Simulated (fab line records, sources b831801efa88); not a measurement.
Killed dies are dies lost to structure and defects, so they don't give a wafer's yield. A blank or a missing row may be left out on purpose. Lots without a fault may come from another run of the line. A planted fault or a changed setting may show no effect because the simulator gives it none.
One fault seen from 2 desks | flow gf180mcu | each desk has only its own numbers; what lay behind them comes last

THE TOOL OWNER'S DESK: lpcvd-02
The tool's own readings at GF_HV_LDD_CVD_54 (deposits SiO2 from TEOS, target thk 10 nm, time 75 s): means of the sampled wafers that have a number, for each lot that ran on this tool. A lot is out of limits, marked OUT, if its mean lies more than 4 standard deviations from the usual mean; the brackets give that distance.
Columns: A = spike_tc_bottom_C at GF_HV_LDD_CVD_54, usual 700.5 C; B = spike_tc_centre_C at GF_HV_LDD_CVD_54, usual 680.9 C; C = spike_tc_lower_C at GF_HV_LDD_CVD_54, usual 679.5 C; D = spike_tc_top_C at GF_HV_LDD_CVD_54, usual 697 C; E = spike_tc_upper_C at GF_HV_LDD_CVD_54, usual 680.1 C; F = susceptor_temp_C at GF_HV_LDD_CVD_54, usual 680.0 C
lot  | first seen here | A               | B               | C               | D              | E               | F
L709 | day 14 06:29    | 702.2           | 680.7           | 679.0           | 694            | 680.1           | 680.4
L711 | day 14 21:34    | 700.1           | 682.6           | 679.2           | 702            | 680.5           | 680.0
L715 | day 16 05:47    | 700.6           | 681.4           | 679.2           | 702            | 679.9           | 679.9
L717 | day 17 00:47    | 700.4           | 682.1           | 679.7           | 702            | 680.9           | 680.3
L723 | day 19 11:23    | 731.3 (+21) OUT | 712.8 (+25) OUT | 710.2 (+33) OUT | 732 (+8.4) OUT | 711.1 (+31) OUT | 711.0 (+99 or more) OUT
L724 | day 19 17:43    | 730.8 (+20) OUT | 712.4 (+24) OUT | 710.3 (+33) OUT | 731 (+8.1) OUT | 711.3 (+31) OUT | 711.1 (+99 or more) OUT
This desk's finding: out of limits on L723, L724; first on L723, day 19 11:23 (spike_tc_bottom_C at GF_HV_LDD_CVD_54). In limits: L709, L711, L715, L717.

THE METROLOGY DESK
What the gauges read, lot by lot, whatever tool the lot ran on: means of the sampled wafers that have a number. A lot is out of limits, marked OUT, if its mean lies more than 4 standard deviations from the usual mean; the brackets give that distance.
Columns: A = HV_LDD_CVD_54_THK at GF_HV_LDD_THK_MEAS_55, usual 10.05 nm; B = CONTACT_CVD_00_THK at GF_CONTACT_THK_MEAS_01, usual 299 nm; C = CONTACT_OVL at GF_CONTACT_OVL_MEAS_15, usual 0 nm; D = M1_ALCU_RS at GF_M1_RS_MEAS_05, usual 0.0694 ohm/sq
lot  | first seen here | A               | B   | C  | D
L704 | day 12 18:31    | 10.29           | 301 | 0  | 0.0691
L705 | day 13 01:57    | 10.03           | 294 | 11 | 0.0691
L706 | day 13 13:49    | 10.32           | 295 | 1  | 0.0687
L707 | day 13 20:27    | 10.09           | 301 | -2 | 0.0714
L709 | day 14 07:30    | 10.14           | 299 | 2  | 0.0692
L711 | day 14 22:36    | 9.97            | 294 | -4 | 0.0696
L712 | day 15 10:11    | 9.92            | 299 | -4 | 0.0697
L714 | day 16 01:46    | 10.18           | 296 | -4 | 0.0705
L715 | day 16 06:49    | 10.01           | 297 | -4 | 0.0699
L716 | day 16 19:17    | 9.93            | 303 | 7  | 0.0699
L717 | day 17 01:48    | 9.83            | 296 | 2  | 0.0704
L723 | day 19 12:25    | 20.50 (+65) OUT | 302 | -6 | 0.0700
L724 | day 19 18:45    | 20.38 (+65) OUT | 301 | -1 | 0.0692
This desk's finding: out of limits on L723, L724; first on L723, day 19 12:25 (HV_LDD_CVD_54_THK at GF_HV_LDD_THK_MEAS_55). In limits: L704, L705, L706, L707, L709, L711, L712, L714, L715, L716, L717.

PUT TOGETHER
The tool owner's desk could have raised an alarm at day 19 11:23, on L723, L724.
The metrology desk could have raised an alarm at day 19 12:25, on L723, L724.
Of the lots named, all ran GF_HV_LDD_CVD_54 on lpcvd-02.

WHAT THE SIMULATOR HAD PUT IN
Process parameter drift: lpcvd-02, from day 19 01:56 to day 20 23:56, at GF_HV_LDD_CVD_54. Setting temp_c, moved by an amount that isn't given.
Lots struck among those shown: L723, L724.
Hours from the fault's start to each desk's first reading out of limits: the tool owner's desk, 9; the metrology desk, 10.
